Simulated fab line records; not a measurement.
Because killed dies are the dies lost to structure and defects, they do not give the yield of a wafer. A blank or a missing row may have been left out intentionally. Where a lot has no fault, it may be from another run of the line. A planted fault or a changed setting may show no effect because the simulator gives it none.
Which of the tools did it? / flow gf180mcu / 12 lots, 36 wafers sampled, at 6 steps of a route of 602

== WHAT EACH GAUGE READ, for each wafer ==
GF_SALICIDE_RS_MEAS_04: measures by four-point-probe.
lot=L583; measured=day 15 05:29; on=filmMetro-03; SALICIDE_TIN_RS (ohm/sq)=16.2 15.5 16.3
lot=L587; measured=day 16 16:16; on=filmMetro-03; SALICIDE_TIN_RS (ohm/sq)=15.8 16.3 16.0
lot=L588; measured=day 17 02:05; on=filmMetro-04; SALICIDE_TIN_RS (ohm/sq)=16.1 16.0 15.7
lot=L589; measured=day 17 15:14; on=filmMetro-03; SALICIDE_TIN_RS (ohm/sq)=16.5 15.7 16.3
lot=L590; measured=day 18 01:10; on=filmMetro-04; SALICIDE_TIN_RS (ohm/sq)=16.4 17.1 16.1
lot=L592; measured=day 18 10:19; on=filmMetro-02; SALICIDE_TIN_RS (ohm/sq)=16.3 16.0 16.6
lot=L599; measured=day 20 15:14; on=filmMetro-03; SALICIDE_TIN_RS (ohm/sq)=17.4 18.0 18.0
lot=L600; measured=day 20 23:00; on=filmMetro-02; SALICIDE_TIN_RS (ohm/sq)=18.1 17.3 17.8
lot=L601; measured=day 21 11:43; on=filmMetro-04; SALICIDE_TIN_RS (ohm/sq)=15.8 16.6 16.0
lot=L603; measured=day 22 01:50; on=filmMetro-02; SALICIDE_TIN_RS (ohm/sq)=16.5 17.0 16.4
lot=L604; measured=day 22 08:19; on=filmMetro-02; SALICIDE_TIN_RS (ohm/sq)=16.0 15.7 15.8
lot=L606; measured=day 23 05:52; on=filmMetro-03; SALICIDE_TIN_RS (ohm/sq)=15.9 16.0 16.2

GF_SALICIDE_THK_MEAS_05: measures by xrf.
lot=L583; measured=day 15 05:36; on=filmMetro-03; SALICIDE_TIN_THK (nm)=19.7 19.6 19.5
lot=L587; measured=day 16 16:23; on=filmMetro-03; SALICIDE_TIN_THK (nm)=19.9 20.4 20.6
lot=L588; measured=day 17 02:12; on=filmMetro-04; SALICIDE_TIN_THK (nm)=20.0 19.8 19.7
lot=L589; measured=day 17 15:21; on=filmMetro-03; SALICIDE_TIN_THK (nm)=20.1 19.8 20.3
lot=L590; measured=day 18 01:17; on=filmMetro-04; SALICIDE_TIN_THK (nm)=20.7 20.4 20.0
lot=L592; measured=day 18 10:26; on=filmMetro-02; SALICIDE_TIN_THK (nm)=20.3 19.7 20.2
lot=L599; measured=day 20 15:21; on=filmMetro-03; SALICIDE_TIN_THK (nm)=15.3 15.9 16.1
lot=L600; measured=day 20 23:07; on=filmMetro-02; SALICIDE_TIN_THK (nm)=15.1 15.5 15.2
lot=L601; measured=day 21 11:49; on=filmMetro-04; SALICIDE_TIN_THK (nm)=20.1 20.2 20.1
lot=L603; measured=day 22 01:57; on=filmMetro-02; SALICIDE_TIN_THK (nm)=20.2 20.1 20.1
lot=L604; measured=day 22 08:25; on=filmMetro-02; SALICIDE_TIN_THK (nm)=19.4 20.5 19.7
lot=L606; measured=day 23 05:59; on=filmMetro-03; SALICIDE_TIN_THK (nm)=20.3 19.7 19.5

GF_V2_THK_MEAS_03.
lot=L583; measured=day 19 07:41; on=filmMetro-04; V2_CVD_02_THK (nm)=851 862 855
lot=L587; measured=day 20 21:14; on=filmMetro-01; V2_CVD_02_THK (nm)=837 832 849
lot=L588; measured=day 21 08:11; on=filmMetro-01; V2_CVD_02_THK (nm)=858 846 865
lot=L589; measured=day 21 20:45; on=filmMetro-01; V2_CVD_02_THK (nm)=830 868 853
lot=L590; measured=day 22 07:17; on=filmMetro-01; V2_CVD_02_THK (nm)=860 834 863
lot=L592; measured=day 22 15:52; on=filmMetro-04; V2_CVD_02_THK (nm)=843 838 872
lot=L599; measured=day 24 16:10; on=filmMetro-01; V2_CVD_02_THK (nm)=847 847 861
lot=L600; measured=day 24 23:23; on=filmMetro-03; V2_CVD_02_THK (nm)=835 834 854
lot=L601; measured=day 25 12:33; on=filmMetro-04; V2_CVD_02_THK (nm)=861 883 874
lot=L603; measured=day 26 00:40; on=filmMetro-01; V2_CVD_02_THK (nm)=850 847 868
lot=L604; measured=day 26 08:01; on=filmMetro-04; V2_CVD_02_THK (nm)=849 862 872
lot=L606; measured=day 27 02:48; on=filmMetro-01; V2_CVD_02_THK (nm)=840 858 858

== TOOL THAT RAN EACH LOT (tool first, then ch and the chambers of the sampled wafers, then the start) ==
lot=L583; GF_STI_CMP_25=cmp-02 ch 1,2,3, day 2 05:20; GF_SALICIDE_SPUTTER_03=pvdSputter-03, day 15 05:27; GF_V1_ETCH_17=rieDiel-02 ch 1,2, day 19 07:41 or earlier
lot=L587; GF_STI_CMP_25=cmp-01 ch 0,1,3, day 3 00:20; GF_SALICIDE_SPUTTER_03=pvdSputter-01, day 16 16:14; GF_V1_ETCH_17=rieDiel-01 ch 1,2, day 20 21:14 or earlier
lot=L588; GF_STI_CMP_25=cmp-02 ch 0,1,3, day 3 05:28; GF_SALICIDE_SPUTTER_03=pvdSputter-03, day 17 02:02; GF_V1_ETCH_17=rieDiel-03 ch 1,2, day 21 08:11 or earlier
lot=L589; GF_STI_CMP_25=cmp-01 ch 0,3, day 3 11:39; GF_SALICIDE_SPUTTER_03=pvdSputter-03, day 17 15:11; GF_V1_ETCH_17=rieDiel-03 ch 1,3, day 21 20:45 or earlier
lot=L590; GF_STI_CMP_25=cmp-02 ch 0,1,3, day 3 15:22; GF_SALICIDE_SPUTTER_03=pvdSputter-01, day 18 01:08; GF_V1_ETCH_17=rieDiel-02 ch 1,2,3, day 22 07:17 or earlier
lot=L592; GF_STI_CMP_25=cmp-02 ch 0,1,2, day 4 03:16; GF_SALICIDE_SPUTTER_03=pvdSputter-03, day 18 10:17; GF_V1_ETCH_17=rieDiel-01 ch 0,1, day 22 15:52 or earlier
lot=L599; GF_STI_CMP_25=cmp-01 ch 0,1,2, day 5 13:50; GF_SALICIDE_SPUTTER_03=pvdSputter-01, day 20 15:12; GF_V1_ETCH_17=rieDiel-01 ch 1,3, day 24 16:10 or earlier
lot=L600; GF_STI_CMP_25=cmp-01 ch 0,2, day 5 18:26; GF_SALICIDE_SPUTTER_03=pvdSputter-01, day 20 22:58; GF_V1_ETCH_17=rieDiel-03 ch 0,1,3, day 24 23:23 or earlier
lot=L601; GF_STI_CMP_25=cmp-01 ch 1,2,3, day 6 01:53; GF_SALICIDE_SPUTTER_03=pvdSputter-03, day 21 11:38; GF_V1_ETCH_17=rieDiel-03 ch 1,2, day 25 12:33 or earlier
lot=L603; GF_STI_CMP_25=cmp-01 ch 1,2,3, day 6 10:55; GF_SALICIDE_SPUTTER_03=pvdSputter-03, day 22 01:49; GF_V1_ETCH_17=rieDiel-01 ch 2,3, day 26 00:40 or earlier
lot=L604; GF_STI_CMP_25=cmp-01 ch 0,1, day 6 17:11; GF_SALICIDE_SPUTTER_03=pvdSputter-02, day 22 08:16; GF_V1_ETCH_17=rieDiel-02 ch 0,2,3, day 26 08:01 or earlier
lot=L606; GF_STI_CMP_25=cmp-01 ch 0,1,3, day 7 02:01; GF_SALICIDE_SPUTTER_03=pvdSputter-02, day 23 05:50; GF_V1_ETCH_17=rieDiel-02 ch 0,1,2, day 27 02:48 or earlier
- GF_STI_CMP_25: polishes, stops on Si3N4, t overpolish 33 s, target thk 524.6 nm.
- GF_SALICIDE_SPUTTER_03: material TiN, target thk 20 nm, time 16.7 s.
- GF_V1_ETCH_17: etches SiO2 in C4F8/O2/Ar, stops on TiN, target depth 630 nm.

== AS READ BY THE TOOLS THEMSELVES (means over the sampled wafers that have a number; for cases with no such wafer, the mark the record gives instead) ==
GF_STI_CMP_25.
lot=L583; tool=cmp-02; edgeZonePressureFrac=0.998; motorCurrentA (A)=12.5; overpolishRunS (s)=32.998; timeToEndpointS (s)=120
lot=L587; tool=cmp-01; edgeZonePressureFrac=1.001; motorCurrentA (A)=12.2; overpolishRunS (s)=32.998; timeToEndpointS (s)=124
lot=L588; tool=cmp-02; edgeZonePressureFrac=1.001; motorCurrentA (A)=12.0; overpolishRunS (s)=33.008; timeToEndpointS (s)=117
lot=L589; tool=cmp-01; edgeZonePressureFrac=1.002; motorCurrentA (A)=11.7; overpolishRunS (s)=32.993; timeToEndpointS (s)=118
lot=L590; tool=cmp-02; edgeZonePressureFrac=0.994; motorCurrentA (A)=12.0; overpolishRunS (s)=33.004; timeToEndpointS (s)=116
lot=L592; tool=cmp-02; edgeZonePressureFrac=0.999; motorCurrentA (A)=12.1; overpolishRunS (s)=32.999; timeToEndpointS (s)=119
lot=L599; tool=cmp-01; edgeZonePressureFrac=0.999; motorCurrentA (A)=12.8; overpolishRunS (s)=33.001; timeToEndpointS (s)=117
lot=L600; tool=cmp-01; edgeZonePressureFrac=0.998; motorCurrentA (A)=13.5; overpolishRunS (s)=33.003; timeToEndpointS (s)=125
lot=L601; tool=cmp-01; edgeZonePressureFrac=1.003; motorCurrentA (A)=11.9; overpolishRunS (s)=33.003; timeToEndpointS (s)=117
lot=L603; tool=cmp-01; edgeZonePressureFrac=1.003; motorCurrentA (A)=12.1; overpolishRunS (s)=33.005; timeToEndpointS (s)=116
lot=L604; tool=cmp-01; edgeZonePressureFrac=0.999; motorCurrentA (A)=13.9; overpolishRunS (s)=32.992; timeToEndpointS (s)=123
lot=L606; tool=cmp-01; edgeZonePressureFrac=0.994; motorCurrentA (A)=12.3; overpolishRunS (s)=32.993; timeToEndpointS (s)=122

GF_SALICIDE_SPUTTER_03.
lot=L583; tool=pvdSputter-03; throttleValvePct (%)=29.6
lot=L587; tool=pvdSputter-01; throttleValvePct (%)=30.9
lot=L588; tool=pvdSputter-03; throttleValvePct (%)=29.0
lot=L589; tool=pvdSputter-03; throttleValvePct (%)=29.5
lot=L590; tool=pvdSputter-01; throttleValvePct (%)=30.4
lot=L592; tool=pvdSputter-03; throttleValvePct (%)=29.4
lot=L599; tool=pvdSputter-01; throttleValvePct (%)=30.9
lot=L600; tool=pvdSputter-01; throttleValvePct (%)=28.7
lot=L601; tool=pvdSputter-03; throttleValvePct (%)=29.6
lot=L603; tool=pvdSputter-03; throttleValvePct (%)=29.8
lot=L604; tool=pvdSputter-02; throttleValvePct (%)=29.0
lot=L606; tool=pvdSputter-02; throttleValvePct (%)=29.1

GF_V1_ETCH_17.
lot=L583; tool=rieDiel-02; oesProductAu (a.u.)=0.854
lot=L587; tool=rieDiel-01; oesProductAu (a.u.)=0.854
lot=L588; tool=rieDiel-03; oesProductAu (a.u.)=0.856
lot=L589; tool=rieDiel-03; oesProductAu (a.u.)=0.855
lot=L590; tool=rieDiel-02; oesProductAu (a.u.)=0.855
lot=L592; tool=rieDiel-01; oesProductAu (a.u.)=0.859
lot=L599; tool=rieDiel-01; oesProductAu (a.u.)=0.859
lot=L600; tool=rieDiel-03; oesProductAu (a.u.)=0.855
lot=L601; tool=rieDiel-03; oesProductAu (a.u.)=0.861
lot=L603; tool=rieDiel-01; oesProductAu (a.u.)=0.857
lot=L604; tool=rieDiel-02; oesProductAu (a.u.)=0.853
lot=L606; tool=rieDiel-02; oesProductAu (a.u.)=0.860

== THE ANSWER, worked out from the rows above alone ==
Rule: the usual values come from the lots themselves. The widest of any qualifying gaps counts: lots, ordered by their means at a reading, are off when they make up no more than a third of the lots, leave a main group of 4 or more, and stand apart from it by 3 or more times the standard deviation of that group's means. If all means in a main group match to the digits the tables above print for the reading, that group is not used. Also off: a lot with no number at a reading for which 4 or more lots have one. Where the step has rows for the other lots, those lots are counted as sound. After the gauges, taken in route order, come the tools' own readings; for these a lot's mean is taken, as printed above. At the first step where some lot is off, the reading lying furthest off is the one used; lots without a number count as furthest.
Off: L599, L600, at GF_SALICIDE_RS_MEAS_04 (SALICIDE_TIN_RS). Main group: mean 16.2 ohm/sq, sd 0.24.
If a tool, at a process step before that reading, ran all the lots that are off and no sound lot after the first of them, it fits. Gauges at GF_SALICIDE_RS_MEAS_04: tried the same way as those tools. One fits: GF_SALICIDE_SPUTTER_03 on pvdSputter-01. A fault onset in the window from L590 (day 18 01:08, its last sound lot) to L599 (day 20 15:12, its first lot off) fits.

== WHAT THE SIMULATOR HAD PUT IN ==
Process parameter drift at GF_SALICIDE_SPUTTER_03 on pvdSputter-01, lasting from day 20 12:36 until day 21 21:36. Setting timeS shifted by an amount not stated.
Lots struck among those shown: L599, L600. The rule above found the same.
